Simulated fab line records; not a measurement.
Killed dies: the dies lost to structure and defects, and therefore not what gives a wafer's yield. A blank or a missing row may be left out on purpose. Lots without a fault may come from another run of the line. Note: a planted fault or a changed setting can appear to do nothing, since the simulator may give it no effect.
Which tool did it? | flow gf180mcu | 42 wafers from 14 lots sampled at 4 of the route's 602 steps

== WHAT THE GAUGES READ, wafer by wafer ==
GF_M2_CD_MEAS_14: the cd target is 280 nm.
lot  | measured     | on        | cd_nm (nm)
L346 | day 19 13:55 | cd_sem-02 | 278.0 277.9 279.4
L348 | day 20 06:11 | cd_sem-01 | 280.1 280.8 281.7
L349 | day 20 13:50 | cd_sem-01 | 279.1 280.7 280.0
L352 | day 21 10:53 | cd_sem-02 | 279.2 279.8 279.9
L353 | day 21 23:00 | cd_sem-01 | 279.0 278.8 279.0
L354 | day 22 05:04 | cd_sem-01 | 279.6 279.0 279.4
L356 | day 22 19:20 | cd_sem-01 | 279.8 279.5 279.7
L358 | day 23 13:52 | cd_sem-01 | 279.4 278.2 279.5
L359 | day 24 04:48 | cd_sem-02 | 280.3 281.2 281.8
L364 | day 25 14:46 | cd_sem-01 | 280.1 280.3 278.9
L366 | day 26 07:11 | cd_sem-02 | 277.9 278.4 278.2
L367 | day 26 11:58 | cd_sem-01 | 277.5 277.6 277.7
L368 | day 26 21:13 | cd_sem-02 | 280.3 280.2 280.3
L369 | day 26 22:56 | cd_sem-02 | 276.8 277.7 278.0

GF_V2_THK_MEAS_03.
lot  | measured     | on            | V2_CVD_02_THK (nm)
L346 | day 19 14:58 | film_metro-04 | 835 825 855
L348 | day 20 07:19 | film_metro-01 | 851 872 864
L349 | day 20 15:17 | film_metro-01 | 856 875 856
L352 | day 21 11:53 | film_metro-04 | 861 857 862
L353 | day 22 00:03 | film_metro-03 | 813 834 822
L354 | day 22 06:10 | film_metro-03 | 870 852 856
L356 | day 22 20:31 | film_metro-01 | 838 821 837
L358 | day 23 15:06 | film_metro-01 | 843 823 855
L359 | day 24 05:52 | film_metro-04 | 828 848 842
L364 | day 25 15:47 | film_metro-03 | 844 849 853
L366 | day 26 08:13 | film_metro-04 | 870 872 861
L367 | day 26 13:03 | film_metro-04 | 854 850 851
L368 | day 26 22:16 | film_metro-01 | 863 843 843
L369 | day 26 23:59 | film_metro-04 | 850 835 870

== EACH LOT AND THE TOOL THAT RAN IT (in order: tool; ch and the chambers of the sampled wafers; start) ==
lot  | GF_VT_IMPLANT_STRIP_31               | GF_M2_SPUTTER_01
L346 | plasma_asher-04 ch 0, day 7 02:17    | pvd_sputter-04, day 18 13:32
L348 | plasma_asher-02 ch 0,1, day 7 12:43  | pvd_sputter-04, day 19 06:02
L349 | plasma_asher-02 ch 0,1, day 7 17:59  | pvd_sputter-04, day 19 13:40
L352 | plasma_asher-01 ch 0,1, day 8 11:08  | pvd_sputter-03, day 20 10:58
L353 | plasma_asher-02 ch 0,1, day 8 19:53  | pvd_sputter-04, day 20 23:11
L354 | plasma_asher-02 ch 0,1, day 9 00:50  | pvd_sputter-03, day 21 05:16
L356 | plasma_asher-02 ch 0,1, day 9 13:44  | pvd_sputter-02, day 21 19:55
L358 | plasma_asher-02 ch 1, day 10 01:35   | pvd_sputter-03, day 22 14:55
L359 | plasma_asher-04 ch 0,1, day 10 12:08 | pvd_sputter-02, day 23 06:17
L364 | plasma_asher-04 ch 0,1, day 11 17:13 | pvd_sputter-03, day 24 17:18
L366 | plasma_asher-04 ch 0,1, day 12 08:58 | pvd_sputter-02, day 25 10:08
L367 | plasma_asher-01 ch 0, day 12 12:59   | pvd_sputter-04, day 25 14:38
L368 | plasma_asher-04 ch 0,1, day 12 23:11 | pvd_sputter-04, day 26 00:47
L369 | plasma_asher-04 ch 0,1, day 13 02:38 | pvd_sputter-02, day 26 01:41
- GF_VT_IMPLANT_STRIP_31: strips in O2/N2.
- GF_M2_SPUTTER_01: material TiN, target thk 30 nm, time 25 s.

== WHAT THE TOOLS THEMSELVES READ (means of the sampled wafers that have a number; where no wafer has one, the mark that the record gives instead) ==
GF_VT_IMPLANT_STRIP_31.
lot  | tool            | chamber_pressure_mTorr (mTorr) | drypump_motor_current_A (A) | heater_power_w (W) | oes_product_au (a.u.) | strip_time_to_endpoint_s (s)
L346 | plasma_asher-04 | 1499.1                         | 6.3                         | 393                | 0.720                 | 12.61
L348 | plasma_asher-02 | 1500.4                         | 5.8                         | 349                | 0.721                 | 12.62
L349 | plasma_asher-02 | 1499.8                         | 5.8                         | 355                | 0.720                 | 12.59
L352 | plasma_asher-01 | 1499.1                         | 6.1                         | 363                | 0.714                 | 12.62
L353 | plasma_asher-02 | 1500.1                         | 5.7                         | 346                | 0.720                 | 12.64
L354 | plasma_asher-02 | 1499.2                         | 5.8                         | 378                | 0.718                 | 12.70
L356 | plasma_asher-02 | 1201.4                         | 5.8                         | 381                | 0.678                 | 13.60
L358 | plasma_asher-02 | 1200.2                         | 5.8                         | 325                | 0.676                 | 13.60
L359 | plasma_asher-04 | 1501.8                         | 6.0                         | 360                | 0.715                 | 12.57
L364 | plasma_asher-04 | 1499.9                         | 6.0                         | 362                | 0.715                 | 12.63
L366 | plasma_asher-04 | 1499.7                         | 6.0                         | 368                | 0.716                 | 12.67
L367 | plasma_asher-01 | 1500.0                         | 6.4                         | 377                | 0.712                 | 12.65
L368 | plasma_asher-04 | 1499.7                         | 5.7                         | 326                | 0.717                 | 12.63
L369 | plasma_asher-04 | 1500.0                         | 5.8                         | 328                | 0.713                 | 12.63

GF_M2_SPUTTER_01.
lot  | tool           | cathode_dc_power_W (W) | throttle_valve_pct (%)
L346 | pvd_sputter-04 | 6498.7                 | 30.6
L348 | pvd_sputter-04 | 6499.8                 | 31.0
L349 | pvd_sputter-04 | 6501.7                 | 31.2
L352 | pvd_sputter-03 | 6502.1                 | 29.0
L353 | pvd_sputter-04 | 6500.7                 | 30.0
L354 | pvd_sputter-03 | 6500.4                 | 30.6
L356 | pvd_sputter-02 | 6501.0                 | 31.2
L358 | pvd_sputter-03 | 6500.3                 | 30.5
L359 | pvd_sputter-02 | 6500.3                 | 30.7
L364 | pvd_sputter-03 | 6500.4                 | 29.4
L366 | pvd_sputter-02 | 6498.9                 | 30.7
L367 | pvd_sputter-04 | 6498.9                 | 30.5
L368 | pvd_sputter-04 | 6499.9                 | 29.6
L369 | pvd_sputter-02 | 6498.7                 | 30.7

== THE ANSWER, worked out from the rows above alone ==
Rule: what is usual is taken from the lots themselves. Put in order of their means at a reading, lots are off if they are a third of the lots or fewer, leave a main group of 4 or more, and stand apart from it by a gap of 3 or more times the standard deviation of the main group's means; of several such gaps the widest counts. Not used: any main group whose means are identical at the precision the tables above print for the reading. A lot without any number at a reading at which 4 lots or more have one is off too. Where the step has rows for the other lots, those lots are counted as sound. The gauges are gone through in route order, then the tools' own readings, and for those a lot's mean is taken as printed above. At the first step where some lot is off, the reading lying furthest off is the one used; lots without a number count as furthest.
Off: L356, L358 (GF_VT_IMPLANT_STRIP_31, chamber_pressure_mTorr). Main group: mean 1499.9 mTorr, sd 0.69.
If a tool, at that step or one of the process steps before it, ran each lot that is off and ran no sound lot following the first of them, it fits. One candidate fits, namely plasma_asher-02 at GF_VT_IMPLANT_STRIP_31. Its last sound lot is L354 (day 9 00:50), its first lot that is off L356 (day 9 13:44): a fault that began between those two fits.
The tool's own readings at GF_VT_IMPLANT_STRIP_31 bear it out: on the lots that are off they differ by more than 5 times the standard deviation of the sound lots' means. chamber_pressure_mTorr reads 1200.8 mTorr there against 1499.9 mTorr on the sound lots; oes_product_au reads 0.677 a.u. there against 0.717 a.u. on the sound lots; strip_time_to_endpoint_s reads 13.60 s there against 12.63 s on the sound lots.

== WHAT HAD BEEN PUT IN BY THE SIMULATOR ==
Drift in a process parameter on plasma_asher-02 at GF_VT_IMPLANT_STRIP_31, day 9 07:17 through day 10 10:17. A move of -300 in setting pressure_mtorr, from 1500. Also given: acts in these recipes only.
Shown lots that were struck: L356, L358. Same finding as the rule above.
